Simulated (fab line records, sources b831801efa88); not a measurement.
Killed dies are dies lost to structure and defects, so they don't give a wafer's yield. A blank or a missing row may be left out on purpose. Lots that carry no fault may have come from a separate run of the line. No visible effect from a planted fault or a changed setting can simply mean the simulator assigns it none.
Chamber matching / flow gf180mcu / 4 sister chambers for GF_V3_ETCH_16 on rieDiel-03
The step etches BARC in N2/H2. 4 wafers are shown with their chamber, then 10 later ones without.

== EACH WAFER AND ITS CHAMBER ==
wafer=L086.1; chamber=2; drypumpMotorCurrentA (A)=5.3
wafer=L086.3; chamber=1; drypumpMotorCurrentA (A)=5.8
wafer=L091.1; chamber=0; drypumpMotorCurrentA (A)=5.9
wafer=L091.2; chamber=3; drypumpMotorCurrentA (A)=6.7

== WAFERS WHOSE CHAMBER IS MISSING ==
wafer=L091.6; drypumpMotorCurrentA (A)=5.9
wafer=L095.1; drypumpMotorCurrentA (A)=6.7
wafer=L095.2; drypumpMotorCurrentA (A)=5.2
wafer=L095.3; drypumpMotorCurrentA (A)=5.9
wafer=L095.4; drypumpMotorCurrentA (A)=5.9
wafer=L095.5; drypumpMotorCurrentA (A)=5.2
wafer=L095.6; drypumpMotorCurrentA (A)=6.7
wafer=L097.2; drypumpMotorCurrentA (A)=5.2
wafer=L097.3; drypumpMotorCurrentA (A)=5.8
wafer=L097.6; drypumpMotorCurrentA (A)=5.9

== WHICH CHAMBER EACH ONE RAN IN ==
wafer=L091.6; from the rows above=can't be placed: 0 or 1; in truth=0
wafer=L095.1; from the rows above=3; in truth=3
wafer=L095.2; from the rows above=2; in truth=2
wafer=L095.3; from the rows above=can't be placed: 0 or 1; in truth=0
wafer=L095.4; from the rows above=can't be placed: 0 or 1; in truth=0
wafer=L095.5; from the rows above=2; in truth=2
wafer=L095.6; from the rows above=3; in truth=3
wafer=L097.2; from the rows above=2; in truth=2
wafer=L097.3; from the rows above=can't be placed: 1 or 0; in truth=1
wafer=L097.6; from the rows above=can't be placed: 0 or 1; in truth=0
Correctly placed: 5 of 10. Not placeable from these rows: 5 (in 5, the candidates include the true chamber). Number placed wrongly: 0.
How it was worked out, from the rows above alone: a wafer's distance from a chamber is the root of the sum, over the readings, of the square of ((its reading less the chamber's mean) divided by the reading's scatter). If the next closest chamber is less than 2 further off than the closest, the wafer can't be placed; otherwise it belongs to the closest. A chamber's mean is the mean of its shown wafers. The scatter: with one shown wafer a chamber, the root of the mean of the squares of how far each hidden wafer lies from its nearest shown one.
